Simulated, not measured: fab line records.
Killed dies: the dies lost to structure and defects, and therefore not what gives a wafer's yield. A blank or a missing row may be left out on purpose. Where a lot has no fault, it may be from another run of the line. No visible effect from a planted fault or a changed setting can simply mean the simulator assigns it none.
One fault through the eyes of 2 desks ; flow gf180mcu ; only its own numbers are on each desk; what lay behind them is given at the end

## AT THE METROLOGY DESK
What the gauges read for every lot (on any tool): the sampled wafers with a number, averaged. Marked OUT: a lot whose mean sits more than 4 standard deviations from the usual mean, which makes it out of limits; the brackets give that distance.
Columns: A = V4_W_THK at GF_V4_THK_MEAS_25, usual 347 nm; B = PASSIVATION_BOW at GF_PASSIVATION_BOW_MEAS_14, usual 136 um
lot;first seen here;A;B
L270;day 24 11:41;343;122
L272;day 25 06:51;342;141
L273;day 25 09:39;348;136
L274;day 25 22:43;345;135
L275;day 26 07:11;351;127
L276;day 26 13:46;346;150
L279;day 27 12:59;354;146
L280;day 27 19:52;344;153
L282;day 28 07:17;350;138
L283;day 28 15:52;343;130
L284;day 28 19:37;345;126
L286;day 29 15:04;347;133
L290;day 30 13:55;345;137
L293;day 31 07:34;351;140
This desk found nothing out of limits on any of the 14 lots.

## TOOL OWNER'S DESK, rieDiel-03
The tool's own readings at GF_PASSIVATION_ETCH_11 (etches the open film in CF4/O2, stops on TiN, target depth 1800 nm, time 400 s): means of the sampled wafers that have a number, for each lot that ran on this tool. Marked OUT: a lot whose mean sits more than 4 standard deviations from the usual mean, which makes it out of limits; the brackets give that distance.
Columns: A = cf4FlowSccm at GF_PASSIVATION_ETCH_11, usual 80.00 sccm; B = drypumpMotorCurrentA at GF_PASSIVATION_ETCH_11, usual 5.8 A; C = oesProductAu at GF_PASSIVATION_ETCH_11, usual 0.966 a.u.; D = throttleValvePct at GF_PASSIVATION_ETCH_11, usual 5.960 %
lot;first seen here;A;B;C;D
L272;day 29 18:33;79.77;5.6;0.968;5.967
L274;day 30 06:09;80.14;5.6;0.974;5.961
L279;day 31 16:19;80.04;5.5;0.972;5.957
L280;day 31 22:09;79.97;5.5;0.969;5.961
L282;day 32 07:22;79.96;5.4;0.906 (-7.6) OUT;5.938
L284;day 32 18:09;80.24;5.6;0.898 (-8.7) OUT;5.947
This desk's verdict: out of limits on L282, L284, starting with L282 at day 32 07:22 (oesProductAu at GF_PASSIVATION_ETCH_11). L272, L274, L279, L280: within limits.

## PUT TOGETHER
The tool owner's desk had the chance to raise an alarm at day 32 07:22 on L282, L284.
Nothing out of limits was seen by the metrology desk.
The metrology desk holds a record of L282, L284, inside its limits.
Of the lots named, all ran GF_PASSIVATION_ETCH_11 on rieDiel-03.

## WHAT THE SIMULATOR HAD INSERTED
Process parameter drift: rieDiel-03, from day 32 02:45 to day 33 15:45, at GF_PASSIVATION_ETCH_11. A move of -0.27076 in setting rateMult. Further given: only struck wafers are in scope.
Shown lots that were struck: L282, L284.
Each desk's first reading out of limits, in hours after the fault started: the tool owner's desk, 5.
